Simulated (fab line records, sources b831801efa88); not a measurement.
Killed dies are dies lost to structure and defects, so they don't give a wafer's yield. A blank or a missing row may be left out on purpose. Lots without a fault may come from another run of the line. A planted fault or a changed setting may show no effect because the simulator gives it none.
Which tool did it? | flow gf180mcu | 13 lots, 39 wafers sampled, at 5 steps of a route of 602

WHAT THE GAUGES READ, wafer by wafer
GF_HV_LDD_CD_MEAS_31: target cd 400 nm.
lot  | measured     | on        | cd_nm (nm)
L362 | day 11 09:23 | cd_sem-02 | 400.5 397.9 398.9
L365 | day 12 12:59 | cd_sem-02 | 395.1 397.5 397.8
L366 | day 12 19:35 | cd_sem-02 | 401.6 398.7 400.7
L368 | day 13 14:04 | cd_sem-01 | 401.9 400.9 398.7
L369 | day 13 22:44 | cd_sem-02 | 400.5 402.3 402.2
L370 | day 14 01:41 | cd_sem-02 | 398.7 400.4 399.9
L372 | day 14 19:58 | cd_sem-01 | 398.4 400.3 399.5
L373 | day 15 02:47 | cd_sem-02 | 398.2 399.8 400.1
L374 | day 15 10:56 | cd_sem-02 | 399.0 402.2 401.9
L375 | day 15 16:41 | cd_sem-02 | 402.2 401.1 400.0
L382 | day 18 03:38 | cd_sem-02 | 399.3 400.4 397.8
L383 | day 18 11:38 | cd_sem-02 | 398.1 396.7 397.4
L385 | day 18 21:47 | cd_sem-02 | 400.2 402.7 402.4

GF_HV_LDD_OVL_MEAS_32.
lot  | measured     | on         | HV_LDD_02_OVL (nm)
L362 | day 11 09:31 | overlay-02 | 2.7 2.8 0.7
L365 | day 12 13:07 | overlay-02 | 0.9 1.9 1.9
L366 | day 12 19:43 | overlay-01 | -1.1 -2.7 -0.1
L368 | day 13 14:10 | overlay-02 | 1.3 2.1 3.5
L369 | day 13 22:50 | overlay-01 | -0.1 -0.3 -1.6
L370 | day 14 01:49 | overlay-02 | -1.8 0.4 -0.8
L372 | day 14 20:04 | overlay-01 | -0.6 0.2 -1.2
L373 | day 15 02:54 | overlay-02 | -2.3 -2.0 -0.3
L374 | day 15 11:04 | overlay-01 | 1.1 0.8 0.1
L375 | day 15 16:46 | overlay-01 | -2.0 0.1 0.2
L382 | day 18 03:46 | overlay-02 | 0.8 1.6 1.1
L383 | day 18 11:46 | overlay-02 | -1.3 1.6 0.5
L385 | day 18 21:55 | overlay-02 | -0.1 -0.1 -0.2

GF_HV_LDD_TW_MEAS_50.
lot  | measured     | on            | HV_LDD_4_TW
L362 | day 12 05:08 | film_metro-03 | 563 563 563
L365 | day 13 09:38 | film_metro-04 | 569 565 569
L366 | day 13 16:02 | film_metro-01 | 573 573 569
L368 | day 14 12:25 | film_metro-01 | 569 567 567
L369 | day 14 20:46 | film_metro-01 | 571 573 572
L370 | day 15 00:20 | film_metro-03 | 566 565 567
L372 | day 15 17:55 | film_metro-03 | 566 570 570
L373 | day 16 01:57 | film_metro-01 | 566 568 568
L374 | day 16 10:03 | film_metro-03 | 564 562 561
L375 | day 16 16:07 | film_metro-03 | 566 566 564
L382 | day 19 05:09 | film_metro-01 | 570 570 572
L383 | day 19 13:08 | film_metro-01 | 571 571 571
L385 | day 19 23:14 | film_metro-03 | 565 562 566

GF_HV_LDD_THK_MEAS_55.
lot  | measured     | on            | HV_LDD_CVD_54_THK (nm)
L362 | day 12 06:32 | film_metro-01 | 10.09 10.07 10.08
L365 | day 13 10:58 | film_metro-04 | 10.01 9.96 9.92
L366 | day 13 17:22 | film_metro-01 | 10.01 9.94 9.95
L368 | day 14 13:44 | film_metro-04 | 10.02 10.02 9.83
L369 | day 14 22:05 | film_metro-01 | 9.82 9.77 9.78
L370 | day 15 02:31 | film_metro-04 | 10.00 10.03 10.06
L372 | day 15 19:14 | film_metro-01 | 10.10 10.13 10.29
L373 | day 16 03:20 | film_metro-01 | 10.31 10.41 10.13
L374 | day 16 11:22 | film_metro-04 | 10.11 10.22 10.26
L375 | day 16 17:26 | film_metro-03 | 10.11 9.99 9.96
L382 | day 19 06:28 | film_metro-01 | 14.26 14.22 14.18
L383 | day 19 14:58 | film_metro-01 | 9.84 9.89 9.84
L385 | day 20 00:34 | film_metro-03 | 14.11 14.15 14.13

WHICH TOOL RAN EACH LOT (tool, then ch and the chambers of the sampled wafers, then the start)
lot  | GF_HV_LDD_CVD_54
L362 | lpcvd-02 ch 0, day 12 05:31
L365 | lpcvd-02 ch 1, day 13 09:56
L366 | lpcvd-01 ch 1, day 13 16:20
L368 | lpcvd-02 ch 1, day 14 12:42
L369 | lpcvd-02 ch 1, day 14 21:02
L370 | lpcvd-02 ch 1, day 15 01:29
L372 | lpcvd-02 ch 0, day 15 18:11
L373 | lpcvd-02 ch 1, day 16 02:19
L374 | lpcvd-02 ch 0, day 16 10:21
L375 | lpcvd-02 ch 1, day 16 16:23
L382 | lpcvd-02 ch 0, day 19 05:26
L383 | lpcvd-01 ch 0, day 19 13:26
L385 | lpcvd-02 ch 1, day 19 23:32
- GF_HV_LDD_CVD_54: deposits SiO2 from TEOS, target thk 10 nm, time 75 s.

WHAT THE TOOLS THEMSELVES READ (means of the sampled wafers that have a number; where no wafer has one, the mark that the record gives instead)
GF_HV_LDD_CVD_54.
lot  | tool     | spike_tc_bottom_C (C) | spike_tc_centre_C (C) | spike_tc_lower_C (C) | spike_tc_top_C (C) | spike_tc_upper_C (C) | susceptor_temp_C (C) | zone_power_centre_pct (%)
L362 | lpcvd-02 | 701.1                 | 679.6                 | 681.1                | 695.5              | 680.8                | 679.95               | 9.8
L365 | lpcvd-02 | 696.9                 | 679.6                 | 682.9                | 696.1              | 681.0                | 679.89               | 8.2
L366 | lpcvd-01 | 698.4                 | 680.5                 | 682.1                | 693.7              | 681.7                | 679.99               | 10.1
L368 | lpcvd-02 | 696.6                 | 679.2                 | 682.8                | 695.2              | 681.2                | 680.15               | 8.3
L369 | lpcvd-02 | 697.0                 | 679.3                 | 683.3                | 695.5              | 681.5                | 680.04               | 8.2
L370 | lpcvd-02 | 697.2                 | 680.2                 | 682.5                | 695.1              | 681.1                | 680.03               | 8.2
L372 | lpcvd-02 | 701.4                 | 680.0                 | 681.1                | 694.8              | 681.5                | 680.30               | 9.9
L373 | lpcvd-02 | 696.8                 | 680.4                 | 682.9                | 695.5              | 682.0                | 679.81               | 8.3
L374 | lpcvd-02 | 701.5                 | 680.4                 | 681.3                | 694.5              | 681.2                | 680.20               | 9.8
L375 | lpcvd-02 | 697.5                 | 678.9                 | 682.6                | 695.4              | 679.7                | 680.59               | 8.1
L382 | lpcvd-02 | 716.2                 | 695.8                 | 694.5                | 708.5              | 695.4                | 679.76               | 10.3
L383 | lpcvd-01 | 701.6                 | 681.7                 | 678.7                | 696.2              | 678.6                | 679.77               | 12.7
L385 | lpcvd-02 | 710.9                 | 695.4                 | 696.9                | 709.7              | 695.6                | 679.90               | 8.5

THE ANSWER, worked out from the rows above alone
Rule: what is usual is taken from the lots themselves. Put in order of their means at a reading, lots are off if they are a third of the lots or fewer, leave a main group of 4 or more, and stand apart from it by a gap of 3 or more times the standard deviation of the main group's means; of several such gaps the widest counts. A main group whose means are all the same, to the digits that the tables above print for the reading, isn't used. A lot without any number at a reading at which 4 lots or more have one is off too. The other lots that the step has rows for count as sound. The gauges are gone through in route order, then the tools' own readings, and for those a lot's mean is taken as printed above. The first step at which some lot is off is used, and at that step the reading that is off furthest; a lot without a number counts as furthest.
Off: L382, L385, at GF_HV_LDD_THK_MEAS_55 (HV_LDD_CVD_54_THK). The main group: mean 10.03 nm, standard deviation 0.14.
A tool fits if, at a process step before that reading, it ran every lot that is off, and no sound lot after the first of them. The gauges at GF_HV_LDD_THK_MEAS_55 aren't tried: what is off there is off at GF_HV_LDD_CVD_54 too, on other tools, and a gauge's error can't cause that. One fits: lpcvd-02 at GF_HV_LDD_CVD_54. Its last sound lot is L375 (day 16 16:23), its first lot that is off L382 (day 19 05:26): a fault that began between those two fits.
The tool's own readings at GF_HV_LDD_CVD_54 bear it out: on the lots that are off they differ by more than 5 times the standard deviation of the sound lots' means. spike_tc_bottom_C reads 713.5 C there against 698.7 C on the sound lots; spike_tc_centre_C reads 695.6 C there against 680.0 C on the sound lots; spike_tc_lower_C reads 695.7 C there against 681.9 C on the sound lots; spike_tc_top_C reads 709.1 C there against 695.2 C on the sound lots; spike_tc_upper_C reads 695.5 C there against 680.9 C on the sound lots.

WHAT THE SIMULATOR HAD PUT IN
Process parameter drift: lpcvd-02, from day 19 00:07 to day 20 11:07, at GF_HV_LDD_CVD_54. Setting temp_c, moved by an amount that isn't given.
Lots struck among those shown: L382, L385. The rule above found the same.
